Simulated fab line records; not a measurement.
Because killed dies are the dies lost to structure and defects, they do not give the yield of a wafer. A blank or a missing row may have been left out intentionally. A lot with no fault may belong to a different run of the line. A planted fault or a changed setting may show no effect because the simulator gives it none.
Matching of chambers | flow sky130 | rie-diel-03 running SKY_VIA3_ETCH_15: 4 sister chambers
The step etches SiO2 in C4F8/O2/Ar, stops on TiN, target depth 507 nm, time 78 s. 8 wafers are shown with their chamber, then 11 later ones without.

## WAFERS, EACH WITH ITS CHAMBER
wafer  | chamber | oes-product-au (a.u.)
L086.6 | 1       | 0.943
L090.1 | 0       | 0.946
L090.4 | 3       | 0.943
L090.6 | 3       | 0.955
L091.1 | 0       | 0.943
L091.2 | 2       | 0.943
L091.4 | 1       | 0.945
L093.3 | 2       | 0.947

## WAFERS WITHOUT THEIR CHAMBER
wafer  | oes-product-au (a.u.)
L093.4 | 0.948
L093.6 | 0.955
L097.1 | 0.948
L097.2 | 0.944
L097.3 | 0.943
L097.4 | 0.947
L097.5 | 0.944
L097.6 | 0.952
L096.1 | 0.953
L096.2 | 0.941
L096.3 | 0.951

## CHAMBER TAKEN BY EACH
wafer  | from the rows above               | in truth
L093.4 | can't be placed: 3 or 2 or 0 or 1 | 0
L093.6 | can't be placed: 3 or 2 or 0 or 1 | 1
L097.1 | can't be placed: 3 or 2 or 0 or 1 | 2
L097.2 | can't be placed: 1 or 0 or 2 or 3 | 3
L097.3 | can't be placed: 1 or 0 or 2 or 3 | 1
L097.4 | can't be placed: 2 or 3 or 0 or 1 | 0
L097.5 | can't be placed: 1 or 0 or 2 or 3 | 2
L097.6 | can't be placed: 3 or 2 or 0 or 1 | 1
L096.1 | can't be placed: 3 or 2 or 0 or 1 | 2
L096.2 | can't be placed: 1 or 0 or 2 or 3 | 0
L096.3 | can't be placed: 3 or 2 or 0 or 1 | 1
Correctly placed: 0 of 11. Unplaceable from these rows: 11, with the true chamber sitting among the candidates in 11. 0 placed wrongly.
How it was worked out, from the rows above alone: a wafer's distance from a chamber is the root of the sum, over the readings, of the square of ((its reading less the chamber's mean) divided by the reading's scatter). If the next closest chamber is less than 2 further off than the closest, the wafer can't be placed; otherwise it belongs to the closest. For every chamber, the mean is computed from those of its wafers that are shown. The scatter: take each reading less its chamber's mean, square it, sum over the shown wafers, divide by the number of wafers less the number of chambers, and take the root.
